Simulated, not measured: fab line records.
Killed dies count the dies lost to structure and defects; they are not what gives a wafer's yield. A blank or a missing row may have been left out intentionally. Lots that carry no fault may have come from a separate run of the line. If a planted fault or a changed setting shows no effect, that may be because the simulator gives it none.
2 desks, one fault + flow sky130 + what lay behind the numbers comes last; until then each desk has only its own

METROLOGY DESK
What the gauges read for every lot (on any tool): the sampled wafers with a number, averaged. Any lot whose mean is over 4 standard deviations away from the usual mean is out of limits and marked OUT; that distance is given in the brackets. Of its 10 readings 7 are shown: those that lie furthest out on some lot.
Columns: A = VT_ADJUST_LVTN_01_OVL at SKY_VT_ADJUST_LVTN_OVL_MEAS_18, usual 0.8 nm; B = VT_ADJUST_LVTN_2_TW at SKY_VT_ADJUST_LVTN_TW_MEAS_21, usual 187.9; C = cd_nm at SKY_VT_ADJUST_NCORE_CD_MEAS_07, usual 380.5 nm; D = VT_ADJUST_NCORE_OVL at SKY_VT_ADJUST_NCORE_OVL_MEAS_08, usual -0.3 nm; E = VT_ADJUST_NCORE_TW at SKY_VT_ADJUST_NCORE_TW_MEAS_11, usual 218.2; F = cd_nm at SKY_VT_ADJUST_HVTR_CD_MEAS_07, usual 379.5 nm; G = VT_ADJUST_HVTR_OVL at SKY_VT_ADJUST_HVTR_OVL_MEAS_08, usual 0.8 nm
| lot  | first seen here | A    | B     | C     | D    | E     | F     | G    |
|------|-----------------|------|-------|-------|------|-------|-------|------|
| L578 | day 7 09:38     | -0.2 | 188.9 | 381.3 | -2.1 | 217.5 | 381.6 | 1.1  |
| L585 | day 8 21:56     | 1.1  | 184.9 | 382.6 | 0.3  | 220.8 | 379.9 | 0.6  |
| L587 | day 9 07:26     | 0.6  | 188.5 | 381.5 | 1.0  | 219.9 | 377.0 | 0.3  |
| L593 | day 11 01:19    | 0.2  | 186.8 | 385.4 | -0.2 | 216.4 | 375.3 | 2.5  |
| L598 | day 12 09:41    | 0.4  | 188.8 | 379.3 | 1.6  | 220.5 | 378.3 | 0.9  |
| L599 | day 12 15:14    | 3.1  | 188.5 | 380.6 | 0.7  | 216.3 | 378.4 | -1.9 |
Finding of this desk: none of the 6 lots has anything out of limits.

FOR THE TOOL OWNER'S DESK: implanter-03
The tool's own readings at SKY_VT_ADJUST_LVTN_IMPLANT_19, given as means over the sampled wafers that have a number, one for each lot that went through this tool. Any lot whose mean is over 4 standard deviations away from the usual mean is out of limits and marked OUT; that distance is given in the brackets.
Columns: A = faraday_current_uA at SKY_VT_ADJUST_LVTN_IMPLANT_19, usual 3.67
| lot  | first seen here | A    |
|------|-----------------|------|
| L585 | day 9 19:33     | 3.64 |
| L587 | day 10 06:25    | 3.66 |
| L598 | day 13 10:38    | 3.67 |
| L599 | day 13 16:44    | 3.62 |
Finding of this desk: none of the 4 lots has anything out of limits.

ALL TOGETHER
Metrology desk: nothing out of limits seen.
The desk of the tool owner found nothing out of limits.

WHAT THE SIMULATOR HAD PUT IN
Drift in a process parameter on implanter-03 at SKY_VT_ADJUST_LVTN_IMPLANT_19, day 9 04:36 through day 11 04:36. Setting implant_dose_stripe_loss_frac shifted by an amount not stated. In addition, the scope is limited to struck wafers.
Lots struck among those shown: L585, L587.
